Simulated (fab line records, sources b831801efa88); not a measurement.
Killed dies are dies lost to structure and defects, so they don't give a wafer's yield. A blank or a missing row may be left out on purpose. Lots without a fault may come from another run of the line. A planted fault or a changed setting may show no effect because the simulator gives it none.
fab line records | flow sky130 | part 1 of 2: steps 1 to 30 of 31
record lots=6 wafers=18 last_day=50
route steps=708 shown LI_CONTACT@375 LOCAL_INTERCONNECT@387 PAD_OPEN@708
lots that met no fault: from a run of the same line without faults
start_h: hours from the record's first day to the start of the lot's first wafer shown | wait_h: hours since the lot's step before | " the same as in the row above | L1.1+2: a row that stands for several wafers | - no value, or no start given | * or withheld: withheld | < > ~ a bound
route shown NAME@n: a module of which the file shows steps, and the number in the route of the first | usual: mean/standard deviation of fault-free wafers | same: alike in all rows | chamber/n: place in a boat | sites: the reading at each site | _std_site: their standard deviation | _edge_site: outer sites' mean less inner sites' | radius_mm: how far each site lies from the wafer's centre | mask NAME#n: copy n | behind: the tool/chamber that last shaped the wafer | hold: why the lot was held/for how many hours/how that ended | device: the transistor (n, p or np) that didn't switch | end of line: the same wafers' tests at the end of the route | a step without rows: its recipe alone | killed: dies lost to structure and defects at the first sort, not the wafer's yield | map: a wafer's dies, x killed, . not, _ none there
set.NAME: the setting as run; set.NAME@STEP: as run at that earlier step | model.NAME: the simulator's own value behind a step, which no gauge read
lots at some steps of the route; a table a step, a row a wafer
services: from which hour (start_h, from the record's first day; less than 0 if before it) a tool's chamber was out of use, for how many hours, and why
## steps
# step SKY_LI_CONTACT_OVL_MEAS_13
# usual LI_CONTACT_OVL=1/4.9
# columns lot.wafer tool chamber start_h wait_h LI_CONTACT_OVL[nm]
L988.2 overlay-01 - 676.26 0.1 6
L988.3 " - " " 3
L988.4 " - " " 2
L994.2 overlay-01 - 719.85 0.1 3
L994.4 " - " " 6
L994.6 " - " " 3
L102.2 overlay-01 - 790.05 0.1 -2
L102.5 " - " " -1
L102.6 " - " " -1
L104.1 overlay-01 - 815.39 0.1 1
L104.4 " - " " -4
L104.6 " - " " 4
L105.2 overlay-02 - 838.05 0.1 4
L105.4 " - " " -6
L105.6 " - " " 7
L107.2 overlay-02 - 839.20 0.1 -5
L107.4 " - " " -1
L107.6 " - " " 5
# step SKY_LI_CONTACT_ETCH_14
# recipe chemistry=N2/H2 target=BARC ion_energy_ev=200 source_w=500 bias_w=100 pressure_mtorr=30 n2_flow_sccm=100 h2_flow_sccm=200 stop_on=SiO2 time_s=45.9 target_depth_a=600
# usual drypump_motor_current_A=5.9/0.3 oes_product_au=0.855/0.0053 throttle_valve_pct=13.224/0.0093
# same time_s=45.9
# columns lot.wafer tool chamber start_h wait_h drypump_motor_current_A oes_product_au rf_hours_counter_h throttle_valve_pct
L988.2 rie_diel-01 2 676.29 0.0 6.0 0.851 4 13.218
L988.3 " 0 " " 5.4 0.856 45 13.216
L988.4 " 3 " " 6.2 0.850 6 13.235
L994.2 rie_diel-03 1 719.88 0.0 4.9 0.862 10 13.238
L994.4 " 2 " " 5.7 0.850 5 13.224
L994.6 " 1 " " 4.9 0.851 - 13.222
L102.2 rie_diel-01 1 790.08 0.0 5.8 0.849 15 13.229
L102.5 " 2 " " 6.1 0.855 - 13.231
L102.6 " 3 " " 6.3 0.852 - 13.217
L104.1 rie_diel-02 3 815.43 0.0 5.9 0.868 0 13.215
L104.4 " 1 " " 6.1 0.860 17 13.217
L104.6 " 3 " " 5.9 0.855 - 13.223
L105.2 rie_diel-03 2 838.08 0.0 5.7 0.849 8 13.215
L105.4 " 0 " " 6.5 0.845 25 13.214
L105.6 " 3 " " 6.1 0.849 - 13.230
L107.2 rie_diel-01 2 839.23 0.0 6.0 0.855 7 13.218
L107.4 " 1 " " 5.8 0.844 16 13.224
L107.6 " 2 " " 6.0 0.855 - 13.209
# step SKY_LI_CONTACT_ETCH_15
# recipe target=PSG chemistry=C4F8/O2/Ar stop_on=Si taper_deg=4.15 mask_material=KrF-thick source_w=1500 bias_w=1200 pressure_mtorr=40 c4f8_flow_sccm=withheld O2_flow_sccm=6 Ar_flow_sccm=300 time_s=withheld target_depth_a=6000
# step SKY_LI_CONTACT_STRIP_16
# recipe chemistry=O2/N2 power_w=1400 pressure_mtorr=1500 platen_temp_c=withheld o2_flow_sccm=3000 n2_flow_sccm=300 overash_fraction=0.5
# step SKY_LI_CONTACT_CLEAN_17
# recipe chemistry=NMP time_s=600 temp_c=60 dry=n2_spin
# step SKY_LI_CONTACT_PRE_CLEAN_18
# recipe gas=Ar time_s=5.6 bias_v=358
# step SKY_LI_CONTACT_SPUTTER_19
# recipe material=Ti target_thk_nm=20 chamber_pressure_pa=5 power_w=2500 substrate_temp_c=200 time_s=106.37
# usual chamber_pressure_pa=4.998/0.011 throttle_valve_pct=30.3/1.1
# same time_s=106.37
# columns lot.wafer tool chamber start_h wait_h chamber_pressure_pa throttle_valve_pct
L988.2 pvd_sputter-02 - 676.73 0.0 5.008 30.1
L988.3 " - " " 4.997 31.2
L988.4 " - " " 4.988 29.9
L994.2 pvd_sputter-04 - 720.30 0.0 4.981 32.1
L994.4 " - " " 5.011 32.7
L994.6 " - " " 4.978 31.9
L102.2 pvd_sputter-01 - 790.50 0.0 5.007 28.9
L102.5 " - " " 4.992 29.2
L102.6 " - " " 4.993 31.4
L104.1 pvd_sputter-02 - 815.85 0.0 5.003 29.8
L104.4 " - " " 5.002 31.1
L104.6 " - " " 5.004 29.7
L105.2 pvd_sputter-02 - 838.51 0.0 5.002 30.9
L105.4 " - " " 5.007 30.0
L105.6 " - " " 4.991 31.1
L107.2 pvd_sputter-01 - 839.66 0.0 4.983 28.2
L107.4 " - " " 5.001 28.4
L107.6 " - " " 4.995 28.4
# step SKY_LI_CONTACT_SPUTTER_20
# recipe material=TiN target_thk_nm=20 chamber_pressure_pa=5 power_w=4000 time_s=80
# usual chamber_pressure_pa=5.000/0.011 throttle_valve_pct=30.3/1.1
# same time_s=80
# columns lot.wafer tool chamber start_h wait_h chamber_pressure_pa throttle_valve_pct
L988.2 pvd_sputter-02 - 676.81 0.0 4.983 29.9
L988.3 " - " " 5.015 31.0
L988.4 " - " " 5.016 29.6
L994.2 pvd_sputter-04 - 720.37 0.0 4.990 31.9
L994.4 " - " " 5.009 32.4
L994.6 " - " " 4.987 31.9
L102.2 pvd_sputter-01 - 790.57 0.0 4.982 28.9
L102.5 " - " " 4.986 29.3
L102.6 " - " " 5.006 31.5
L104.1 pvd_sputter-02 - 815.92 0.0 4.997 29.7
L104.4 " - " " 5.003 31.0
L104.6 " - " " 4.991 29.6
L105.2 pvd_sputter-02 - 838.59 0.0 5.008 31.0
L105.4 " - " " 5.007 30.1
L105.6 " - " " 4.993 31.0
L107.2 pvd_sputter-01 - 839.74 0.0 5.000 28.6
L107.4 " - " " 4.995 28.4
L107.6 " - " " 4.994 28.5
# step SKY_LI_CONTACT_CVD_21
# recipe material=W target_thk_nm=400 time_s=120.56 temp_c=400 pressure_torr=40
# step SKY_LI_CONTACT_RS_MEAS_22
# recipe thk_meas_gauge=four-point-probe reads=W_of_LI_CONTACT_CVD_21+TiN_of_LI_CONTACT_SPUTTER_20+Ti_of_LI_CONTACT_SPUTTER_19
# usual LI_CONTACT_W_RS=0.284/0.003
# columns lot.wafer tool chamber start_h wait_h LI_CONTACT_W_RS[ohm/sq]
L988.2 film_metro-01 - 677.01 0.1 0.289
L988.3 " - " " 0.283
L988.4 " - " " 0.290
L994.2 film_metro-01 - 720.58 0.1 0.280
L994.4 " - " " 0.284
L994.6 " - " " 0.284
L102.2 film_metro-03 - 790.78 0.1 0.283
L102.5 " - " " 0.284
L102.6 " - " " 0.279
L104.1 film_metro-02 - 816.11 0.1 0.289
L104.4 " - " " 0.291
L104.6 " - " " 0.285
L105.2 film_metro-03 - 838.80 0.1 0.283
L105.4 " - " " 0.288
L105.6 " - " " 0.287
L107.2 film_metro-03 - 839.95 0.1 0.283
L107.4 " - " " 0.285
L107.6 " - " " 0.284
# step SKY_LI_CONTACT_THK_MEAS_23
# recipe thk_meas_gauge=xrf reads=W_of_LI_CONTACT_CVD_21
# usual LI_CONTACT_W_THK=394/6.1
# columns lot.wafer tool chamber start_h wait_h LI_CONTACT_W_THK[nm]
L988.2 film_metro-01 - 677.12 0.1 388
L988.3 " - " " 394
L988.4 " - " " 386
L994.2 film_metro-01 - 720.69 0.1 397
L994.4 " - " " 395
L994.6 " - " " 394
L102.2 film_metro-03 - 790.89 0.1 399
L102.5 " - " " 403
L102.6 " - " " 409
L104.1 film_metro-02 - 816.23 0.1 380
L104.4 " - " " 377
L104.6 " - " " 389
L105.2 film_metro-03 - 838.91 0.1 391
L105.4 " - " " 389
L105.6 " - " " 388
L107.2 film_metro-03 - 840.06 0.1 397
L107.4 " - " " 393
L107.6 " - " " 395
# step SKY_LI_CONTACT_CMP_24
# recipe stop_on=PSG t_overpolish_s=20 down_force_psi=3.5 platen_rpm=60 target_thk_nm=0 pad_velocity_m_s=0.94248
# usual motor_current_A=11.3/1.4 overpolish_run_s=20.000/0.0093 time_to_endpoint_s=94.6/2.9
# columns lot.wafer tool chamber start_h wait_h motor_current_A overpolish_run_s time_to_endpoint_s
L988.2 cmp-02 3 677.17 0.0 10.1 19.997 99.0
L988.3 " 0 " " 13.4 20.002 96.7
L988.4 " 2 " " 9.2 19.996 97.4
L994.2 cmp-02 2 720.74 0.0 8.9 20.006 97.0
L994.4 " 0 " " 13.2 20.005 91.2
L994.6 " 2 " " 9.3 20.005 93.6
L102.2 cmp-02 1 790.99 0.1 9.2 20.006 99.3
L102.5 " 0 " " 12.8 19.992 95.8
L102.6 " 1 " " 9.4 19.984 100.4
L104.1 cmp-01 0 816.29 0.1 12.3 20.000 92.9
L104.4 " 3 " " 13.9 20.001 94.2
L104.6 " 1 " " 12.4 19.984 91.8
L105.4 cmp-02 1 839.06 0.1 9.9 19.990 91.0
L105.2 " 2 " " 9.3 19.998 90.3
L105.6 " 1 " " 9.8 20.003 95.2
L107.2 cmp-02 0 840.11 0.0 11.8 19.999 90.9
L107.4 " 2 " " 9.5 20.023 90.5
L107.6 " 1 " " 9.6 19.984 94.4
# step SKY_LOCAL_INTERCONNECT_SPUTTER_00
# recipe material=TiN target_thk_nm=100 temp_c=300 power_w=6500 time_s=83.3 chamber_pressure_pa=0.4
# usual chamber_pressure_pa=0.4001/0.00079 throttle_valve_pct=30.1/1.6
# columns lot.wafer tool chamber start_h wait_h chamber_pressure_pa throttle_valve_pct model.TiN_of_LOCAL_INTERCONNECT_SPUTTER_00.thk_nm
L988.2 pvd_sputter-03 - 677.47 0.2 0.3992 28.4 98.15
L988.3 " - " " 0.4022 32.5 99.6
L988.4 " - " " 0.4018 29.3 98.6
L994.2 pvd_sputter-01 - 721.04 0.2 0.3993 28.5 102.1
L994.4 " - " " 0.4006 29.0 101.4
L994.6 " - " " 0.3994 28.4 101.7
L102.2 pvd_sputter-03 - 791.24 0.2 0.4009 28.4 100.6
L102.5 " - " " 0.4004 30.0 101.2
L102.6 " - " " 0.4002 32.5 93.24
L104.1 pvd_sputter-03 - 816.59 0.2 0.3991 28.4 100.2
L104.4 " - " " 0.3987 31.1 101.6
L104.6 " - " " 0.3992 32.6 92.79
L105.2 pvd_sputter-01 - 839.31 0.1 0.3995 28.5 100.9
L105.4 " - " " 0.3998 31.1 99.28
L105.6 " - " " 0.3989 28.6 99.77
L107.2 pvd_sputter-01 - 840.41 0.2 0.4002 29.2 100.1
L107.4 " - " " 0.4002 31.1 99.55
L107.6 " - " " 0.4002 29.0 99.98
# step SKY_LOCAL_INTERCONNECT_RS_MEAS_01
# recipe thk_meas_gauge=four-point-probe reads=TiN_of_LOCAL_INTERCONNECT_SPUTTER_00
# usual LOCAL_INTERCONNECT_TIN_RS=14.13/0.16
# columns lot.wafer tool chamber start_h wait_h LOCAL_INTERCONNECT_TIN_RS[ohm/sq]
L988.2 film_metro-04 - 677.56 0.1 14.46
L988.3 " - " " 14.19
L988.4 " - " " 14.35
L994.2 film_metro-04 - 721.12 0.1 13.85
L994.4 " - " " 13.93
L994.6 " - " " 13.89
L102.2 film_metro-02 - 791.32 0.1 14.05
L102.5 " - " " 13.95
L102.6 " - " " 15.23
L104.1 film_metro-04 - 816.65 0.0 14.10
L104.4 " - " " 13.91
L104.6 " - " " 15.32
L105.2 film_metro-04 - 839.39 0.1 13.99
L105.4 " - " " 14.25
L105.6 " - " " 14.20
L107.2 film_metro-02 - 840.49 0.1 14.14
L107.4 " - " " 14.22
L107.6 " - " " 14.13
# step SKY_LOCAL_INTERCONNECT_THK_MEAS_02
# recipe thk_meas_gauge=xrf reads=TiN_of_LOCAL_INTERCONNECT_SPUTTER_00
# usual LOCAL_INTERCONNECT_TIN_THK=100.2/1.2
# columns lot.wafer tool chamber start_h wait_h LOCAL_INTERCONNECT_TIN_THK[nm]
L988.2 film_metro-04 - 677.67 0.1 98.1
L988.3 " - " " 100.0
L988.4 " - " " 98.7
L994.2 film_metro-04 - 721.23 0.1 102.7
L994.4 " - " " 102.0
L994.6 " - " " 102.4
L102.2 film_metro-02 - 791.43 0.1 100.2
L102.5 " - " " 100.8
L102.6 " - " " 93.0
L104.1 film_metro-04 - 816.77 0.1 100.4
L104.4 " - " " 101.4
L104.6 " - " " 92.6
L105.2 film_metro-04 - 839.50 0.1 100.7
L105.4 " - " " 99.0
L105.6 " - " " 99.5
L107.2 film_metro-02 - 840.60 0.1 99.6
L107.4 " - " " 99.2
L107.6 " - " " 99.5
# step SKY_LOCAL_INTERCONNECT_DEHYDRATE_03
# recipe temp_c=200 time_s=60
# step SKY_LOCAL_INTERCONNECT_HMDS_04
# recipe prime_time_s=60 prime_temp_c=120
# step SKY_LOCAL_INTERCONNECT_COAT_05
# recipe resist=BARC temp_c=withheld time_s=withheld spin_rpm=3000 resist_thk_nm=60
# step SKY_LOCAL_INTERCONNECT_COAT_06
# recipe resist=KrF-thick spin_rpm=3000 resist_thk_nm=450
# step SKY_LOCAL_INTERCONNECT_SOFTBAKE_07
# recipe temp_c=100 time_s=90 resist=KrF-thick
# step SKY_LOCAL_INTERCONNECT_EXPOSE_08
# recipe mask_id=LI1M na=0.8 source_shape=annular sigma_inner=0.55 sigma_outer=0.85 target_cd_nm=170 dose_mj=28
# step SKY_LOCAL_INTERCONNECT_PEB_09
# recipe peb_temp_c=withheld peb_time_s=withheld resist=KrF-thick
# step SKY_LOCAL_INTERCONNECT_DEVELOP_10
# recipe develop_time_s=60 resist=KrF-thick dev_temp_c=21
# step SKY_LOCAL_INTERCONNECT_CD_MEAS_11
# recipe target_cd_nm=170
# usual cd_nm=169.9/1.6
# columns lot.wafer tool chamber start_h wait_h cd_nm
L988.2 cd_sem-01 - 705.94 - 168.5
L988.3 " - " " 169.3
L988.4 " - " " 168.3
L994.2 cd_sem-01 - 749.31 - 167.6
L994.4 " - " " 168.8
L994.6 " - " " 168.7
L102.2 cd_sem-01 - 817.28 - 171.4
L102.5 " - " " 171.8
L102.6 " - " " 170.6
L104.1 cd_sem-01 - 843.24 - 169.7
L104.4 " - " " 169.6
L104.6 " - " " 170.6
L105.2 cd_sem-01 - 865.48 - 171.9
L105.4 " - " " 171.6
L105.6 " - " " 171.0
L107.2 cd_sem-02 - 866.79 - 170.1
L107.4 " - " " 169.9
L107.6 " - " " 171.0
# step SKY_LOCAL_INTERCONNECT_OVL_MEAS_12
# usual LOCAL_INTERCONNECT_OVL=-3/5.4
# columns lot.wafer tool chamber start_h wait_h LOCAL_INTERCONNECT_OVL[nm]
L988.2 overlay-01 - 706.05 0.1 0
L988.3 " - " " -8
L988.4 " - " " 2
L994.2 overlay-02 - 749.42 0.1 -10
L994.4 " - " " -2
L994.6 " - " " -4
L102.2 overlay-01 - 817.40 0.1 -3
L102.5 " - " " -5
L102.6 " - " " -2
L104.1 overlay-01 - 843.36 0.1 -7
L104.4 " - " " -4
L104.6 " - " " -7
L105.2 overlay-02 - 865.59 0.1 -3
L105.4 " - " " -2
L105.6 " - " " 0
L107.2 overlay-01 - 866.90 0.1 -6
L107.4 " - " " -5
L107.6 " - " " 0
# step SKY_LOCAL_INTERCONNECT_ETCH_13
# recipe chemistry=N2/H2 target=BARC ion_energy_ev=200 bias_w=100 pressure_mtorr=30 n2_flow_sccm=100 h2_flow_sccm=200 icp_w=500 stop_on=SiO2 time_s=45.9 target_depth_a=600
# step SKY_LOCAL_INTERCONNECT_METAL_ETCH_14
# recipe target_depth_nm=110 stop_on=PSG chemistry=Cl2/BCl3 target=TiN resist_sidewall_deg=88 pressure_mtorr=10 icp_w=900 bias_w=48.5 Cl2_flow_sccm=60 bcl3_flow_sccm=30 time_s=31.4
# usual drypump_motor_current_A=5.6/0.42 he_backside_leak_sccm=3.33/0.19 oes_product_au=0.942/0.0077 throttle_valve_pct=21.900/0.01
# same time_s=31.4
# columns lot.wafer tool chamber start_h wait_h drypump_motor_current_A he_backside_leak_sccm oes_product_au rf_hours_counter_h throttle_valve_pct
L988.2 rie_metal-01 1 706.22 0.1 5.4 3.01 0.932 - 21.921
L988.3 " 1 " " 5.3 3.10 0.942 - 21.909
L988.4 " 1 " " 5.3 3.11 0.929 - 21.896
L994.2 rie_metal-02 0 749.51 0.0 5.0 3.53 0.954 3 21.897
L994.4 " 1 " " 6.1 3.52 0.949 - 21.898
L994.6 " 1 " " 6.1 3.38 0.952 - 21.884
L102.2 rie_metal-04 0 817.50 0.0 5.9 3.58 0.950 16 21.917
L102.5 " 1 " " 6.0 3.14 0.950 - 21.889
L102.6 " 0 " " 5.9 3.57 0.901 - 21.923
L104.1 rie_metal-01 0 843.46 0.0 5.9 3.06 0.945 8 21.922
L104.4 " 0 " " 5.9 3.14 0.947 - 21.896
L104.6 " 1 " " 5.3 3.21 0.902 - 21.939
L105.2 rie_metal-02 1 865.68 0.0 6.1 3.47 0.951 7 21.886
L105.4 " 0 " " 5.0 3.57 0.935 - 21.894
L105.6 " 1 " " 6.1 3.44 0.943 - 21.890
L107.2 rie_metal-04 0 866.99 0.0 5.9 3.54 0.946 18 21.908
L107.4 " 1 " " 6.0 3.26 0.943 - 21.890
L107.6 " 1 " " 6.0 3.15 0.941 - 21.892
# step SKY_LOCAL_INTERCONNECT_STRIP_15
# recipe chemistry=O2/N2 power_w=1400 pressure_mtorr=1500 platen_temp_c=withheld o2_flow_sccm=3000 n2_flow_sccm=300 overash_fraction=0.5
# usual drypump_motor_current_A=5.7/0.53 o2_flow_sccm=3000/9 oes_product_au=0.427/0.0047 strip_time_to_endpoint_s=4.722/0.026
# same overash_fraction=0.5
# columns lot.wafer tool chamber start_h wait_h drypump_motor_current_A o2_flow_sccm oes_product_au rf_hours_counter_h strip_time_to_endpoint_s
L988.2 plasma_asher-04 0 706.30 0.1 6.0 3007 0.425 28 4.710
L988.3 " 0 " " 6.0 3003 0.422 - 4.738
L988.4 " 1 " " 5.4 2999 0.425 - 4.726
L994.2 plasma_asher-04 1 749.56 0.0 5.4 3008 0.430 33 4.692
L994.4 " 0 " " 6.0 3003 0.423 - 4.701
L994.6 " 0 " " 6.0 3007 0.425 - 4.679
L102.2 plasma_asher-03 0 817.55 0.0 6.2 3011 0.420 66 4.708
L102.5 " 0 " " 6.2 3011 0.433 - 4.668
L102.6 " 1 " " 5.3 2992 0.424 - 4.704
L104.1 plasma_asher-03 0 843.51 0.0 6.2 3006 0.435 68 4.763
L104.4 " 1 " " 5.4 3016 0.434 - 4.756
L104.6 " 1 " " 5.3 3009 0.419 - 4.782
L105.2 plasma_asher-01 1 865.73 0.0 4.8 3004 0.423 11 4.670
L105.4 " 1 " " 4.8 3012 0.430 - 4.677
L105.6 " 1 " " 4.8 3021 0.427 - 4.709
L107.2 plasma_asher-04 1 867.04 0.0 5.4 2995 0.423 44 4.720
L107.4 " 0 " " 6.0 2995 0.425 - 4.722
L107.6 " 1 " " 5.4 2999 0.427 - 4.729
# step SKY_LOCAL_INTERCONNECT_STRIP_16
# recipe chemistry=post_etch_residue_remover time_s=1200 temp_c=72.5
# usual bath_guard_temp_C=72.5/0.4
# same time_s=1200
# columns lot.wafer tool chamber start_h wait_h bath_guard_temp_C model.TiN_of_LOCAL_INTERCONNECT_SPUTTER_00.thk_nm
L988.2 wet_bench-02 0 706.40 0.1 72.4 97.73
L988.3 " 0 " " 72.4 99.18
L988.4 " 0 " " 72.2 98.17
L994.2 wet_bench-03 2 749.66 0.1 72.1 101.7
L994.4 " 2 " " 71.9 100.9
L994.6 " 2 " " 72.1 101.3
L102.2 wet_bench-01 2 817.65 0.1 72.5 100.2
L102.5 " 2 " " 73.2 100.8
L102.6 " 2 " " 72.2 92.82
L104.1 wet_bench-01 3 843.61 0.1 72.9 99.78
L104.4 " 3 " " 73.1 101.2
L104.6 " 3 " " 72.9 92.37
L105.2 wet_bench-03 0 865.83 0.1 72.5 100.5
L105.4 " 0 " " 72.3 98.87
L105.6 " 0 " " 72.3 99.35
L107.2 wet_bench-01 0 867.14 0.1 72.2 99.66
L107.4 " 0 " " 72.6 99.14
L107.6 " 0 " " 72.8 99.56
# step SKY_LOCAL_INTERCONNECT_CLEAN_17
# recipe chemistry=IPA time_s=180 temp_c=25
## key
first_sign step=SKY_LOCAL_INTERCONNECT_RS_MEAS_01 reading=LOCAL_INTERCONNECT_TIN_RS direction=up sigmas=7 usual=14.13 struck=15.28
effect step=SKY_LOCAL_INTERCONNECT_THK_MEAS_02 reading=LOCAL_INTERCONNECT_TIN_THK direction=down sigmas=6.3 usual=100.2 struck=92.8
effect step=SKY_LOCAL_INTERCONNECT_METAL_ETCH_14 reading=oes_product_au direction=down sigmas=5.2 usual=0.942 struck=0.902
model_effect step=SKY_LOCAL_INTERCONNECT_SPUTTER_00 value=TiN_of_LOCAL_INTERCONNECT_SPUTTER_00.thk_nm without=101.1 struck=93.02
model_effect step=SKY_LOCAL_INTERCONNECT_STRIP_16 value=TiN_of_LOCAL_INTERCONNECT_SPUTTER_00.thk_nm without=100.7 struck=92.6
model_effect step=SKY_PAD_OPEN_PROBE_99 value=etest.res_li.line_ohm_um without=74.06 struck=80.54
met_at SKY_LOCAL_INTERCONNECT_SPUTTER_00
struck_wafers L102.6,L104.6
tester_left_out L102,L104
onset_between 677.47 791.24
fault kind=process_parameter_drift tool=pvd_sputter-03 chamber=- onset_h=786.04 steps=SKY_LOCAL_INTERCONNECT_SPUTTER_00 channel=time_s offset=* shape=step end_h=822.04 acts_in=* stated=* scope=struck_wafers_only
# tester_left_out: of these lots the tester's yield and bins aren't shown, on N5 and GAA mostly nor the transistor test; their killed dies are dies lost to structure and defects alone, not to doping, threshold or leakage, so they don't give the yield
